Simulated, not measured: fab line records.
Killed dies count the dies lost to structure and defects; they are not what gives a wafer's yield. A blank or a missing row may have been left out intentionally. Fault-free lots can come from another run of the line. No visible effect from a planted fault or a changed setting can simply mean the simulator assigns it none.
fab line records	flow sky130
record lots=6	wafers=18	last-day=50
route steps=708 shown VT_ADJUST_LVTN@116 VT_ADJUST_NCORE@119 VT_ADJUST_HVTR@131 PAD_OPEN@708
lots with no fault: from the same line, run without faults
start-h: hours from the record's opening day to when the first of the lot's shown wafers began	wait-h: hours since the lot's step before	" unchanged from the row above	L1.1+2: a single row standing in for several wafers	- no value, or no start given	* or withheld: withheld	< > ~ a bound
route shown NAME@n: names a module that has steps shown in the file, with the first one's number in the route	usual: mean and standard deviation over wafers with no fault	same: alike in all rows	chamber/n: place in a boat	sites: the reading at each site	_std_site: the values' standard deviation	_edge_site: the outer-site mean with the inner-site mean subtracted	radius-mm: how far each site lies from the wafer's centre	mask NAME#n: copy n	behind: the last tool/chamber to shape the wafer	hold: cause of the lot's hold/its duration in hours/its outcome	device: whichever transistor did not switch (one of n, p or np)	end of line: the tests these same wafers got at the end of their route	where a step has no rows: the recipe by itself	killed: dies that structure and defects cost at the first sort, which is not the same as the wafer's yield	map: per-die view of a wafer (x killed, . not killed, _ where there is no die)
set.NAME: setting as actually run; set.NAME@STEP: the setting as run at that earlier step	model.NAME: the simulator's own value behind a step, which no gauge read
lots at some steps of the route; a table a step, a row a wafer
services: the hour from which a tool's chamber was out of use, counted from the record's first day as start-h (under 0 if before that day), plus the number of hours and why
## steps
# step SKY_VT_ADJUST_LVTN_IMPLANT_19
# recipe species=B	energy-kev=30	dose-cm2=6.5e+11	tilt-deg=withheld
# step SKY_VT_ADJUST_LVTN_STRIP_20
# recipe chemistry=O2/N2	power-w=1400	pressure-mtorr=1500	platen-temp-c=withheld	o2-flow-sccm=3000	n2-flow-sccm=300	overash-fraction=0.5
# usual drypump-motor-current-A=5.9/0.63	oes-product-au=0.715/0.0043	strip-time-to-endpoint-s=14.17/0.041
lot.wafer	tool	chamber	start-h	wait-h	drypump-motor-current-A	oes-product-au	rf-hours-counter-h	strip-time-to-endpoint-s
L111.1	plasma-asher-03	0	159.05	0.1	6.1	0.713	48	14.17
L111.3	"	0	"	"	6.1	0.711	-	14.18
L111.6	"	0	"	"	6.1	0.712	-	14.18
L114.3	plasma-asher-01	0	176.82	0.1	5.7	0.714	-	14.04
L114.4	"	1	"	"	4.8	0.714	-	14.13
L114.6	"	1	"	"	4.8	0.717	-	14.12
L126.2	plasma-asher-03	0	261.84	0.1	6.1	0.717	58	14.16
L126.4	"	0	"	"	6.1	0.714	-	14.09
L126.5	"	1	"	"	6.0	0.718	-	14.16
L127.3	plasma-asher-04	1	264.62	0.1	5.8	0.708	-	14.25
L127.4	"	0	"	"	6.8	0.716	-	14.23
L127.6	"	1	"	"	5.8	0.721	-	14.18
L128.1	plasma-asher-04	0	280.14	0.1	6.8	0.720	62	14.12
L128.3	"	1	"	"	5.8	0.720	-	14.13
L128.6	"	1	"	"	5.8	0.716	-	14.15
L134.1	plasma-asher-03	1	324.30	0.1	6.0	0.715	64	14.14
L134.3	"	1	"	"	6.0	0.717	-	14.12
L134.4	"	0	"	"	6.1	0.706	-	14.11
# step SKY_VT_ADJUST_LVTN_TW_MEAS_21
# usual VT_ADJUST_LVTN_2_TW=188.5/0.83
lot.wafer	tool	chamber	start-h	wait-h	VT_ADJUST_LVTN_2_TW
L111.1	film-metro-02	-	159.15	0.1	187.8
L111.3	"	-	"	"	188.8
L111.6	"	-	"	"	188.8
L114.3	film-metro-01	-	176.91	0.1	189.7
L114.4	"	-	"	"	189.1
L114.6	"	-	"	"	188.8
L126.2	film-metro-03	-	261.95	0.1	188.2
L126.4	"	-	"	"	188.5
L126.5	"	-	"	"	188.8
L127.3	film-metro-03	-	264.71	0.1	188.9
L127.4	"	-	"	"	188.3
L127.6	"	-	"	"	188.4
L128.1	film-metro-01	-	280.24	0.1	188.9
L128.3	"	-	"	"	189.0
L128.6	"	-	"	"	188.9
L134.1	film-metro-02	-	324.40	0.1	188.5
L134.3	"	-	"	"	189.2
L134.4	"	-	"	"	188.5
# step SKY_VT_ADJUST_NCORE_DEHYDRATE_00
# recipe temp-c=200	time-s=60
# step SKY_VT_ADJUST_NCORE_HMDS_01
# recipe prime-time-s=60	prime-temp-c=120
# step SKY_VT_ADJUST_NCORE_COAT_02
# recipe resist=NOVOLAK	spin-rpm=3000	resist-thk-nm=1140
# step SKY_VT_ADJUST_NCORE_SOFTBAKE_03
# recipe temp-c=90	time-s=60	resist=NOVOLAK
# step SKY_VT_ADJUST_NCORE_EXPOSE_04
# recipe mask-id=LVTN_COMPLEMENT_THIN	na=0.6	source-shape=conventional	sigma-outer=0.6	polarization=unpolarized	target-cd-nm=380	dose-mj=139
# step SKY_VT_ADJUST_NCORE_PEB_05
# recipe temp-c=withheld	time-s=*	resist=NOVOLAK
# step SKY_VT_ADJUST_NCORE_DEVELOP_06
# recipe resist=NOVOLAK	developer=TMAH	develop-time-s=60	dev-temp-c=23
# step SKY_VT_ADJUST_NCORE_CD_MEAS_07
# recipe target-cd-nm=380
# usual cd-nm=380.5/2.2
lot.wafer	tool	chamber	start-h	wait-h	cd-nm
L111.1	cd-sem-01	-	178.86	0.1	377.9
L111.3	"	-	"	"	381.7
L111.6	"	-	"	"	377.7
L114.3	cd-sem-02	-	198.29	0.1	381.1
L114.4	"	-	"	"	377.8
L114.6	"	-	"	"	379.3
L126.2	cd-sem-01	-	286.57	0.1	378.9
L126.4	"	-	"	"	379.2
L126.5	"	-	"	"	380.9
L127.3	cd-sem-01	-	289.24	0.1	381.7
L127.4	"	-	"	"	381.9
L127.6	"	-	"	"	381.7
L128.1	cd-sem-01	-	304.95	0.1	380.2
L128.3	"	-	"	"	379.4
L128.6	"	-	"	"	378.8
L134.1	cd-sem-01	-	350.75	0.1	379.7
L134.3	"	-	"	"	377.1
L134.4	"	-	"	"	377.5
# step SKY_VT_ADJUST_NCORE_OVL_MEAS_08
# usual VT_ADJUST_NCORE_OVL=0.0/1.4
lot.wafer	tool	chamber	start-h	wait-h	VT_ADJUST_NCORE_OVL[nm]
L111.1	overlay-01	-	178.98	0.1	-0.5
L111.3	"	-	"	"	0.2
L111.6	"	-	"	"	0.7
L114.3	overlay-01	-	198.38	0.1	1.2
L114.4	"	-	"	"	0.6
L114.6	"	-	"	"	1.8
L126.2	overlay-02	-	286.68	0.1	0.2
L126.4	"	-	"	"	0.0
L126.5	"	-	"	"	-1.2
L127.3	overlay-01	-	289.33	0.1	-0.7
L127.4	"	-	"	"	1.4
L127.6	"	-	"	"	0.3
L128.1	overlay-02	-	305.07	0.1	1.4
L128.3	"	-	"	"	2.4
L128.6	"	-	"	"	3.1
L134.1	overlay-01	-	350.87	0.1	-0.2
L134.3	"	-	"	"	0.4
L134.4	"	-	"	"	-0.3
# step SKY_VT_ADJUST_NCORE_IMPLANT_09
# recipe species=B	energy-kev=10	dose-cm2=2.4e+12	tilt-deg=withheld
# usual dose-ions-cm2=2.3997e+12/2.6e+09	faraday-current-uA=13.54/0.25
# same implant-ion-amu=11
lot.wafer	tool	chamber	start-h	wait-h	dose-ions-cm2	faraday-current-uA
L111.1	implanter-01	0	179.02	0.0	2.3966e+12	13.70
L111.3	"	0	"	"	2.4023e+12	13.58
L111.6	"	0	"	"	2.3971e+12	13.22
L114.3	implanter-03	0	198.46	0.1	2.403e+12	13.45
L114.4	"	0	"	"	2.3981e+12	13.56
L114.6	"	0	"	"	2.4014e+12	13.74
L126.2	implanter-02	0	286.73	0.0	2.3997e+12	13.43
L126.4	"	0	"	"	2.4014e+12	13.36
L126.5	"	0	"	"	2.4002e+12	13.35
L127.3	implanter-03	0	289.41	0.1	2.6942e+12	15.40
L127.4	"	0	"	"	2.6939e+12	14.99
L127.6	"	0	"	"	2.6905e+12	14.84
L128.1	implanter-03	0	305.11	0.0	2.6954e+12	15.02
L128.3	"	0	"	"	2.6909e+12	15.33
L128.6	"	0	"	"	2.6921e+12	15.40
L134.1	implanter-02	0	350.91	0.0	2.4026e+12	13.67
L134.3	"	0	"	"	2.4025e+12	13.68
L134.4	"	0	"	"	2.3999e+12	13.45
# step SKY_VT_ADJUST_NCORE_STRIP_10
# recipe chemistry=O2/N2	power-w=1400	pressure-mtorr=1500	platen-temp-c=withheld	o2-flow-sccm=3000	n2-flow-sccm=300	overash-fraction=0.5
# usual drypump-motor-current-A=5.8/0.52	oes-product-au=0.715/0.0049	strip-time-to-endpoint-s=14.18/0.038
lot.wafer	tool	chamber	start-h	wait-h	drypump-motor-current-A	oes-product-au	rf-hours-counter-h	strip-time-to-endpoint-s
L111.1	plasma-asher-01	0	179.17	0.1	5.7	0.714	6	14.21
L111.3	"	1	"	"	4.8	0.714	-	14.18
L111.6	"	1	"	"	4.8	0.721	-	14.16
L114.3	plasma-asher-02	1	198.59	0.1	6.0	0.713	-	14.17
L114.4	"	0	"	"	6.3	0.713	-	14.16
L114.6	"	1	"	"	6.0	0.710	-	14.21
L126.2	plasma-asher-02	1	286.86	0.1	6.0	0.717	45	14.21
L126.4	"	1	"	"	6.0	0.713	-	14.14
L126.5	"	0	"	"	6.4	0.720	-	14.19
L127.3	plasma-asher-02	0	289.54	0.1	6.3	0.719	-	14.21
L127.4	"	1	"	"	6.0	0.715	-	14.19
L127.6	"	1	"	"	6.0	0.717	-	14.19
L128.1	plasma-asher-03	0	305.26	0.1	6.1	0.717	62	14.16
L128.3	"	1	"	"	6.0	0.711	-	14.15
L128.6	"	0	"	"	6.2	0.716	-	14.22
L134.1	plasma-asher-03	0	351.06	0.1	6.1	0.711	67	14.19
L134.3	"	1	"	"	6.0	0.710	-	14.16
L134.4	"	0	"	"	6.1	0.714	-	14.18
# step SKY_VT_ADJUST_NCORE_TW_MEAS_11
# usual VT_ADJUST_NCORE_TW=220.0/1.2
lot.wafer	tool	chamber	start-h	wait-h	VT_ADJUST_NCORE_TW
L111.1	film-metro-04	-	179.27	0.1	220.2
L111.3	"	-	"	"	220.0
L111.6	"	-	"	"	220.3
L114.3	film-metro-04	-	198.68	0.1	220.4
L114.4	"	-	"	"	220.3
L114.6	"	-	"	"	221.3
L126.2	film-metro-04	-	286.97	0.1	220.9
L126.4	"	-	"	"	222.1
L126.5	"	-	"	"	221.7
L127.3	film-metro-03	-	289.63	0.1	225.7
L127.4	"	-	"	"	226.0
L127.6	"	-	"	"	226.2
L128.1	film-metro-04	-	305.36	0.1	227.4
L128.3	"	-	"	"	226.5
L128.6	"	-	"	"	225.3
L134.1	film-metro-02	-	351.16	0.1	219.1
L134.3	"	-	"	"	218.8
L134.4	"	-	"	"	218.0
# step SKY_VT_ADJUST_HVTR_DEHYDRATE_00
# recipe temp-c=200	time-s=60
# step SKY_PAD_OPEN_PROBE_99
# usual killed_at_M0_to_M3=43/6.7	killed_at_M4_up=3.2/1.8	killed-at-contacts=25/5.2	killed-at-front-end=15/4.4	killed-at-other=0.2/0.4	killed-dies=87/9.3	killed-open=48/7.1	killed-short=39/6
# same gross-dies=492	killed-at-back-side=0
lot.wafer	tool	chamber	start-h	wait-h	killed_at_M0_to_M3	killed_at_M4_up	killed-at-contacts	killed-at-front-end	killed-at-other	killed-dies	killed-open	killed-short	model.etest.nfet_16v.r-on-ohm-um	model.etest.pfet-g5v0d10v5.r-on-ohm-um	model.etest.res-pwell-under-gate.rs-ohm-sq	model.etest.pfet-g5v0d10v5.drive-ua-um	model.etest.pfet_16v.drive-ua-um	model.etest.nfet_16v.drive-ua-um	model.etest.pfet_01v8_mvt.drive-ua-um	model.etest.pfet-g5v0d10v5.off-log10-a-um
L111.1	prober-01	-	1078.25	0.1	43	3	21	23	1	91	47	44	1.385e+04	4687	2298	348.3	249.3	224.5	155.8	-12.43
L111.3	prober-01	-	1078.35	0.2	28	2	28	18	0	76	48	28	1.387e+04	4702	2299	346.9	247.8	225.8	153.8	-12.48
L111.6	prober-01	-	1078.50	0.2	48	0	26	16	0	90	54	36	1.385e+04	4689	2289	348.5	246.2	228.2	154	-12.43
L114.3	prober-02	-	1086.92	0.2	53	4	28	16	0	101	56	45	1.402e+04	4748	2303	345.2	239.5	223.9	154.6	-12.32
L114.4	prober-02	-	1086.97	0.2	33	4	27	10	0	74	36	38	1.396e+04	4706	2307	346.5	248.1	224.7	157.5	-12.41
L114.6	prober-02	-	1087.07	0.2	34	4	21	23	0	82	38	44	1.388e+04	4768	2304	341.1	244.5	224.4	155.3	-12.73
L126.2	prober-02	-	1161.72	0.1	59	4	18	11	0	92	50	42	1.404e+04	4710	2294	346.6	243.2	220.4	151.8	-12.8
L126.4	prober-02	-	1161.82	0.2	42	1	15	17	0	75	40	35	1.408e+04	4670	2303	349	244.8	224.6	154.7	-12.46
L126.5	prober-02	-	1161.87	0.2	45	2	23	8	0	78	44	34	1.397e+04	4732	2296	349.3	245.6	225.5	152.2	-12.69
L127.3	prober-01	-	1165.60	0.2	48	4	32	16	0	100	58	42	1.448e+04	4609	2261	352.2	250.4	216.8	161.1	-11.28
L127.4	prober-01	-	1165.65	0.2	35	6	31	20	0	92	51	41	1.428e+04	4569	2258	358.6	247.9	219.5	163.3	-11.46
L127.6	prober-01	-	1165.75	0.2	41	6	18	20	0	85	45	40	1.455e+04	4603	2252	353.2	247	214.7	161.8	-11.33
L128.1	prober-02	-	1176.73	0.1	44	1	29	10	1	85	50	35	1.459e+04	4617	2234	353.7	251.3	211.4	154.2	-11.32
L128.3	prober-02	-	1176.83	0.2	37	1	26	19	0	83	38	45	1.457e+04	4624	2243	351.5	253.8	214.4	154.5	-11.52
L128.6	prober-02	-	1176.98	0.2	49	5	19	20	0	93	50	43	1.448e+04	4608	2244	354.5	255.4	215.3	155.6	-11.24
L134.1	prober-02	-	1201.42	0.1	40	5	27	11	0	83	48	35	1.431e+04	4875	2287	333.6	244	215.3	148.9	-12.57
L134.3	prober-02	-	1201.52	0.2	52	2	21	7	1	83	49	34	1.425e+04	4911	2290	331.4	243.9	216.7	149.3	-12.71
L134.4	prober-02	-	1201.57	0.2	37	2	25	11	0	75	36	39	1.415e+04	4918	2283	329.3	245.2	218.1	149.7	-12.82
# killed by level:class
L111.1 VIA1:geometric-particle:open=9 VIA2:geometric-particle:open=7 POLY_GATE:geometric-particle:open=7 POLY_GATE:geometric-particle:short=7 METAL2:geometric-particle:short=7 LI_CONTACT:geometric-particle:open=6 CONTACT:geometric-particle:open=6 FIELD_ISO:geometric-particle:open=5
L111.3 LI_CONTACT:geometric-particle:open=10 CONTACT:geometric-particle:open=10 VIA1:geometric-particle:open=7 FIELD_ISO:geometric-particle:open=6 VIA2:geometric-particle:open=6 VIA3:geometric-particle:open=5 FIELD_ISO:geometric-particle:short=4 CONTACT:geometric-particle:short=4
L111.6 VIA1:geometric-particle:open=13 CONTACT:geometric-particle:open=10 VIA3:geometric-particle:open=7 FIELD_ISO:geometric-particle:open=6 LOCAL_INTERCONNECT:geometric-particle:short=6 FIELD_ISO:geometric-particle:short=5 LI_CONTACT:geometric-particle:open=5 VIA1:geometric-particle:short=5
L114.3 VIA2:geometric-particle:open=12 VIA1:geometric-particle:open=9 LI_CONTACT:geometric-particle:open=8 CONTACT:geometric-particle:open=8 VIA1:geometric-particle:short=8 METAL3:geometric-particle:short=7 POLY_GATE:geometric-particle:open=6 CONTACT:geometric-particle:short=6
L114.4 CONTACT:geometric-particle:open=15 METAL1:geometric-particle:short=9 METAL2:geometric-particle:short=6 VIA3:geometric-particle:open=5 CONTACT:geometric-particle:short=4 LI_CONTACT:geometric-particle:open=4 METAL4:geometric-particle:short=4 POLY_GATE:geometric-particle:open=3
L114.6 VIA1:geometric-particle:open=11 POLY_GATE:geometric-particle:short=8 POLY_GATE:geometric-particle:open=7 CONTACT:geometric-particle:short=5 CONTACT:geometric-particle:open=5 METAL1:geometric-particle:short=5 LOCAL_INTERCONNECT:geometric-particle:short=4 METAL4:geometric-particle:short=4
L126.2 METAL2:geometric-particle:short=11 VIA3:geometric-particle:open=10 VIA1:geometric-particle:open=10 CONTACT:geometric-particle:open=8 METAL1:geometric-particle:short=8 VIA2:geometric-particle:open=5 METAL3:geometric-particle:short=5 POLY_GATE:geometric-particle:open=4
L126.4 METAL1:geometric-particle:short=8 CONTACT:geometric-particle:open=7 VIA2:geometric-particle:short=5 POLY_GATE:geometric-particle:open=5 VIA2:geometric-particle:open=5 METAL3:geometric-particle:open=5 VIA1:geometric-particle:open=5 VIA1:geometric-particle:short=5
L126.5 VIA3:geometric-particle:open=10 LI_CONTACT:geometric-particle:open=8 VIA1:geometric-particle:open=8 METAL2:geometric-particle:short=8 VIA2:geometric-particle:open=7 CONTACT:geometric-particle:open=7 VIA3:geometric-particle:short=6 POLY_GATE:geometric-particle:short=5
L127.3 CONTACT:geometric-particle:open=14 VIA1:geometric-particle:open=12 LI_CONTACT:geometric-particle:open=8 VIA2:geometric-particle:open=7 LOCAL_INTERCONNECT:geometric-particle:short=6 METAL1:geometric-particle:short=6 VIA3:geometric-particle:open=6 SPACER:geometric-particle:short=5
L127.4 CONTACT:geometric-particle:open=13 VIA1:geometric-particle:open=8 VIA3:geometric-particle:open=8 LOCAL_INTERCONNECT:geometric-particle:short=6 FIELD_ISO:geometric-particle:open=5 FIELD_ISO:geometric-particle:short=5 METAL2:geometric-particle:short=5 POLY_GATE:geometric-particle:open=4
L127.6 VIA1:geometric-particle:open=9 VIA1:geometric-particle:short=7 VIA2:geometric-particle:open=7 LI_CONTACT:geometric-particle:open=6 METAL1:geometric-particle:short=6 VIA3:geometric-particle:open=6 METAL4:geometric-particle:short=5 FIELD_ISO:geometric-particle:short=4
L128.1 CONTACT:geometric-particle:open=18 VIA1:geometric-particle:open=9 METAL1:geometric-particle:short=8 CONTACT:geometric-particle:short=5 METAL2:geometric-particle:short=5 VIA2:geometric-particle:short=5 VIA3:geometric-particle:open=4 FIELD_ISO:geometric-particle:open=3
L128.3 METAL1:geometric-particle:short=10 CONTACT:geometric-particle:open=10 FIELD_ISO:geometric-particle:short=8 VIA2:geometric-particle:open=7 FIELD_ISO:geometric-particle:open=6 CONTACT:geometric-particle:short=6 LI_CONTACT:geometric-particle:open=4 VIA1:geometric-particle:open=4
L128.6 VIA1:geometric-particle:open=14 VIA3:geometric-particle:open=8 POLY_GATE:geometric-particle:short=6 LOCAL_INTERCONNECT:geometric-particle:short=6 METAL1:geometric-particle:short=6 VIA2:geometric-particle:open=5 METAL4:geometric-particle:short=5 FIELD_ISO:geometric-particle:open=4
L134.1 CONTACT:geometric-particle:open=10 VIA3:geometric-particle:open=7 METAL2:geometric-particle:short=7 LI_CONTACT:geometric-particle:open=6 VIA1:geometric-particle:short=6 CONTACT:geometric-particle:short=5 VIA2:geometric-particle:open=5 FIELD_ISO:geometric-particle:open=4
L134.3 VIA2:geometric-particle:open=11 VIA1:geometric-particle:open=9 LI_CONTACT:geometric-particle:open=8 CONTACT:geometric-particle:open=7 METAL2:geometric-particle:short=6 VIA3:geometric-particle:open=6 VIA1:geometric-particle:short=5 METAL1:geometric-particle:short=4
L134.4 LI_CONTACT:geometric-particle:open=9 METAL2:geometric-particle:short=7 CONTACT:geometric-particle:open=6 VIA1:geometric-particle:open=5 LOCAL_INTERCONNECT:geometric-particle:short=5 METAL1:geometric-particle:short=4 VIA3:geometric-particle:open=4 METAL3:geometric-particle:short=4
## services
tool	chamber	start-h	hours	kind
implanter-02	-	208.42	1.6	repair
implanter-02	-	210.45	10.0	repair
implanter-01	-	228.35	4.5	repair
implanter-03	-	233.50	4.1	repair
implanter-03	-	239.90	5.3	pm
implanter-01	-	265.47	10.1	repair
implanter-03	-	266.98	2.1	repair
implanter-02	-	294.15	15.6	repair
implanter-01	-	300.58	2.7	repair
plasma-asher-04	-	317.28	3.5	repair
## key
first-sign step=SKY_VT_ADJUST_NCORE_IMPLANT_09	reading=dose-ions-cm2	direction=up	sigmas=99+	usual=*	struck=*
effect step=SKY_VT_ADJUST_NCORE_IMPLANT_09	reading=faraday-current-uA	direction=up	sigmas=6.5	usual=13.54	struck=15.16
effect step=SKY_VT_ADJUST_NCORE_TW_MEAS_11	reading=VT_ADJUST_NCORE_TW	direction=up	sigmas=5.2	usual=220.0	struck=226.2
model-effect step=SKY_PAD_OPEN_PROBE_99	value=etest.nfet_16v.r-on-ohm-um	without=1.397e+04	struck=1.449e+04
met-at SKY_VT_ADJUST_NCORE_IMPLANT_09
struck-wafers L127.3,L127.4,L127.6,L128.1,L128.3,L128.6
tester-left-out L127,L128
onset-between 198.46 289.41
fault kind=process-parameter-drift	tool=implanter-03	chamber=-	onset-h=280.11	steps=SKY_VT_ADJUST_NCORE_IMPLANT_09	channel=dose-cm2	offset=*	shape=step	end-h=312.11	acts-in=*	stated=*
# tester-left-out: of these lots the tester's yield and bins aren't shown, on N5 and GAA mostly nor the transistor test; their killed dies are dies lost to structure and defects alone, not to doping, threshold or leakage, so they don't give the yield
